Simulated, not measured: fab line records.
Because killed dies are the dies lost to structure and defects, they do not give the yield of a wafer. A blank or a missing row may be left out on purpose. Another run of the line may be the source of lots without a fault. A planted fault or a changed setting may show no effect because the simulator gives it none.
The tool behind it: which one? | flow sky130 | Sampling: 12 lots, 36 wafers, 3 of 708 route steps

WHAT THE GAUGES SHOWED, per wafer
SKY_LDD_HVP_OVL_MEAS_07. Usual: LDD_HVP_OVL gives 0.4 nm (standard deviation 1.3).
lot  | measured     | on         | LDD_HVP_OVL (nm) | flag
L980 | day 22 03:50 | overlay-02 | 0.3 -0.1 1.4     |
L983 | day 23 20:03 | overlay-01 | 0.3 0.3 0.2      |
L985 | day 24 09:35 | overlay-01 | 1.3 -0.9 0.7     |
L986 | day 24 20:36 | overlay-01 | -1.2 -0.8 0.3    |
L987 | day 25 04:12 | overlay-01 | -0.6 1.6 -0.2    |
L991 | day 26 17:53 | overlay-02 | 2.4 2.4 0.9      |
L992 | day 26 23:12 | overlay-02 | 0.8 -0.4 -0.3    |
L997 | day 29 02:00 | overlay-01 | 0.1 1.1 -1.9     |
L999 | day 29 10:47 | overlay-02 | -1.1 1.2 -0.7    |
L100 | day 29 17:53 | overlay-01 | 2.3 0.2 1.8      |
L102 | day 30 07:24 | overlay-02 | -0.5 -1.8 0.0    |
L103 | day 30 16:48 | overlay-01 | 0.3 -0.9 2.1     |

SKY_POLY_CUT_OVL_MEAS_09. Usual: POLY_CUT_OVL gives -4 nm (standard deviation 5.5).
lot  | measured     | on         | POLY_CUT_OVL (nm) | flag
L980 | day 25 00:04 | overlay-01 | -12 -5 -3         |
L983 | day 26 14:35 | overlay-01 | -3 0 -1           |
L985 | day 27 03:43 | overlay-01 | -3 -7 3           |
L986 | day 27 12:34 | overlay-02 | -8 -9 -5          |
L987 | day 27 19:34 | overlay-01 | -6 3 -3           |
L991 | day 29 09:58 | overlay-02 | -4 -3 2           |
L992 | day 29 13:07 | overlay-01 | 0 -3 0            |
L997 | day 31 13:43 | overlay-02 | -7 -8 -12         |
L999 | day 31 22:34 | overlay-02 | -4 -4 0           |
L100 | day 32 05:31 | overlay-02 | -2 -8 -3          |
L102 | day 32 20:49 | overlay-02 | -3 2 2            |
L103 | day 33 04:55 | overlay-02 | 0 1 13            |

WHAT TOOL EACH LOT RAN ON (gives the tool, then ch and the chambers of the sampled wafers, and finally the start)
lot  | SKY_SPACER_ETCHBACK_02
L980 | rie diel-03 ch 1,2,3, day 23 14:21
L983 | rie diel-03 ch 2,3, day 25 07:29
L985 | rie diel-04 ch 0,1,2, day 25 21:31
L986 | rie diel-04 ch 0,1,2, day 26 06:58
L987 | rie diel-01 ch 1,3, day 26 14:38
L991 | rie diel-04 ch 1,2,3, day 28 05:16
L992 | rie diel-03 ch 0,1,3, day 28 08:53
L997 | rie diel-03 ch 0,2, day 30 09:15
L999 | rie diel-01 ch 1,2, day 30 17:45
L100 | rie diel-01 ch 0,1,3, day 31 01:07
L102 | rie diel-01 ch 0,1,2, day 31 15:11
L103 | rie diel-01 ch 0,1,3, day 31 23:34
- SKY_SPACER_ETCHBACK_02: etches Si3N4 in CH3F/O2, stops on SiO2, time 46.7 s, target depth 45 nm.

WHAT THE TOOLS THEMSELVES READ (means of the sampled wafers that have a number; where no wafer has one, the mark that the record gives instead)
SKY_SPACER_ETCHBACK_02. Usual: ch3f flow sccm 40.00 sccm, standard deviation 0.12; drypump motor current A 5.8 A, standard deviation 0.33; oes product au 0.858 a.u., standard deviation 0.0074; throttle valve pct 10.561 %, standard deviation 0.0085.
lot  | tool        | ch3f flow sccm (sccm) | drypump motor current A (A) | oes product au (a.u.) | throttle valve pct (%) | flag
L980 | rie diel-03 | 40.04                 | 5.8                         | 0.857                 | 10.558                 |
L983 | rie diel-03 | 39.83                 | 5.7                         | 0.864                 | 10.564                 |
L985 | rie diel-04 | 39.85                 | 5.8                         | 0.861                 | 10.562                 |
L986 | rie diel-04 | 40.12                 | 5.8                         | 0.860                 | 10.565                 |
L987 | rie diel-01 | 39.89                 | 5.6                         | 0.856                 | 10.568                 |
L991 | rie diel-04 | 40.06                 | 6.1                         | 0.857                 | 10.570                 |
L992 | rie diel-03 | 39.94                 | 5.9                         | 0.853                 | 10.556                 |
L997 | rie diel-03 | 40.11                 | 5.6                         | 0.858                 | 10.561                 |
L999 | rie diel-01 | 39.91                 | 5.8                         | 0.862                 | 10.566                 |
L100 | rie diel-01 | 39.95                 | 5.7                         | 0.861                 | 10.549                 |
L102 | rie diel-01 | 40.05                 | 5.9                         | 0.851                 | 10.559                 |
L103 | rie diel-01 | 39.97                 | 5.7                         | 0.865                 | 10.564                 |

THE ANSWER, worked out from the rows above alone
Rule: a lot is off if the mean of its wafers that have a number lies more than 3 standard deviations from the usual mean. Also off: a lot with no number at a reading for which 4 or more lots have one. The other lots that the step has rows for count as sound. Order of review: gauges by route order, followed by the tools' own readings, for which a lot's mean as printed above is used. The first step at which some lot is off is used, and at that step the reading that is off furthest; a lot without a number counts as furthest.
None of the lots is off at any reading shown; this tells nothing.

WHAT THE SIMULATOR HAD PUT IN
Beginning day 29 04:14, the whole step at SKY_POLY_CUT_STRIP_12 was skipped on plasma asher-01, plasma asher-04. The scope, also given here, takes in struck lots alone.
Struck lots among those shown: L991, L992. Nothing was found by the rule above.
